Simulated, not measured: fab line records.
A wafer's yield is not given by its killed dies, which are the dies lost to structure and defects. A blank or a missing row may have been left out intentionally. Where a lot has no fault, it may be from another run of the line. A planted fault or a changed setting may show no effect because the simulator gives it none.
Chamber matching -- flow sky130 -- 4 sister chambers for SKY_CONTACT_CMP_27 on cmp-01
The step polishes, stops on SiO2, t overpolish 15 s, target thk 0 nm. 18 wafers are shown with their chamber, then 9 later ones without.

== EACH WAFER AND ITS CHAMBER ==
wafer,chamber,motor_current_A (A),time_to_endpoint_s (s),overpolish_run_s (s)
L826.1,3,11.4,81.9,14.987
L826.5,1,12.2,80.6,14.993
L826.6,2,9.2,81.9,15.009
L830.1,2,9.3,85.0,14.995
L830.2,3,10.5,81.7,15.009
L830.5,2,9.1,85.2,15.008
L831.3,0,9.3,77.4,14.998
L831.4,2,8.9,82.0,14.995
L831.5,0,9.7,81.4,14.985
L832.1,2,8.6,83.1,15.002
L832.5,1,12.6,83.0,15.001
L832.6,2,9.0,80.6,15.003
L834.2,0,9.6,80.5,15.011
L834.4,3,10.8,81.5,14.997
L834.6,3,11.3,81.8,14.993
L835.1,0,9.7,79.8,15.006
L835.4,1,12.8,84.2,15.001
L835.6,2,8.8,86.7,15.001

SIGNATURES, as means of the wafers listed above
reading,chamber 0,chamber 1,chamber 2,chamber 3,scatter within a chamber
motor_current_A,9.575,12.533,8.986,11.000,0.291
time_to_endpoint_s,79.775,82.600,83.500,81.725,1.78
overpolish_run_s,15.00000,14.99833,15.00186,14.99650,0.00789
Rule: a wafer lies at a distance from a chamber equal to the root of the sum of squares, over the readings, of (its reading less the chamber's mean, divided by the reading's scatter). If the next closest chamber is less than 2 further off than the closest, the wafer can't be placed; otherwise it belongs to the closest. How the scatter is found: for the shown wafers, subtract from each reading the mean of its chamber, square and add these, divide the total by (wafers less chambers), then take the root.

== WAFERS WITH NO CHAMBER GIVEN ==
wafer,motor_current_A (A),time_to_endpoint_s (s),overpolish_run_s (s)
L845.1,8.6,82.1,14.990
L845.3,9.3,77.3,14.991
L845.5,9.7,79.7,15.007
L847.2,10.4,81.3,15.011
L847.4,9.0,84.2,15.012
L847.6,8.9,80.3,15.000
L848.1,10.6,83.6,15.009
L848.3,9.4,80.1,15.015
L848.6,10.7,82.5,15.003

== WHICH CHAMBER EACH WENT THROUGH ==
wafer,from the rows above,in truth
L845.1,can't be placed: 2 or 0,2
L845.3,can't be placed: 0 or 2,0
L845.5,0,0
L847.2,can't be placed: 3 or 0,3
L847.4,2,2
L847.6,can't be placed: 2 or 0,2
L848.1,can't be placed: 3 or 0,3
L848.3,can't be placed: 0 or 2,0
L848.6,3,3
Placed correctly: 3 of 9. From these rows, 6 cannot be placed; in 6 the true chamber is one of the candidates. 0 placed wrongly.
